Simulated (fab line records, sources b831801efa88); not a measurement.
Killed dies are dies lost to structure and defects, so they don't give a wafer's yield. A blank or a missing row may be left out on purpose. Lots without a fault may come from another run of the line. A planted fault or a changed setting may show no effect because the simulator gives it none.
Chamber matching | flow gf180mcu | GF_V3_ETCH_16 on rie_diel-02: 4 sister chambers
The step etches BARC in N2/H2. 8 wafers are shown with their chamber, then 7 later ones without.

WAFERS WITH THEIR CHAMBER
wafer  | chamber | throttle_valve_pct (%) | oes_product_au (a.u.)
L080.1 | 1       | 13.217                 | 0.855
L083.3 | 3       | 13.233                 | 0.855
L083.6 | 1       | 13.228                 | 0.856
L084.1 | 0       | 13.241                 | 0.861
L084.3 | 2       | 13.225                 | 0.854
L084.5 | 3       | 13.234                 | 0.856
L090.1 | 0       | 13.217                 | 0.852
L090.2 | 2       | 13.227                 | 0.859

WAFERS WITHOUT THEIR CHAMBER
wafer  | throttle_valve_pct (%) | oes_product_au (a.u.)
L090.3 | 13.224                 | 0.869
L090.4 | 13.208                 | 0.853
L090.5 | 13.245                 | 0.859
L090.6 | 13.235                 | 0.850
L095.1 | 13.215                 | 0.867
L095.3 | 13.235                 | 0.860
L095.4 | 13.230                 | 0.862

WHICH CHAMBER EACH WENT THROUGH
wafer  | from the rows above               | in truth
L090.3 | can't be placed: 2 or 0 or 1 or 3 | 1
L090.4 | can't be placed: 1 or 2 or 0 or 3 | 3
L090.5 | can't be placed: 3 or 0 or 2 or 1 | 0
L090.6 | can't be placed: 3 or 0 or 1 or 2 | 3
L095.1 | can't be placed: 2 or 0 or 1 or 3 | 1
L095.3 | can't be placed: 0 or 3 or 2 or 1 | 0
L095.4 | can't be placed: 0 or 2 or 3 or 1 | 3
Placed correctly: 0 of 7. Can't be placed from these rows: 7 (the true chamber is among the candidates in 7). Placed wrongly: 0.
How it was worked out, from the rows above alone: a wafer's distance from a chamber is the root of the sum, over the readings, of the square of ((its reading less the chamber's mean) divided by the reading's scatter). The wafer belongs to the nearest chamber; if the next one is less than 2 further off, it can't be placed. A chamber's mean is the mean of its shown wafers. The scatter: the root of (the sum of the squares of (reading less its chamber's mean) over the shown wafers, divided by (wafers less chambers)).
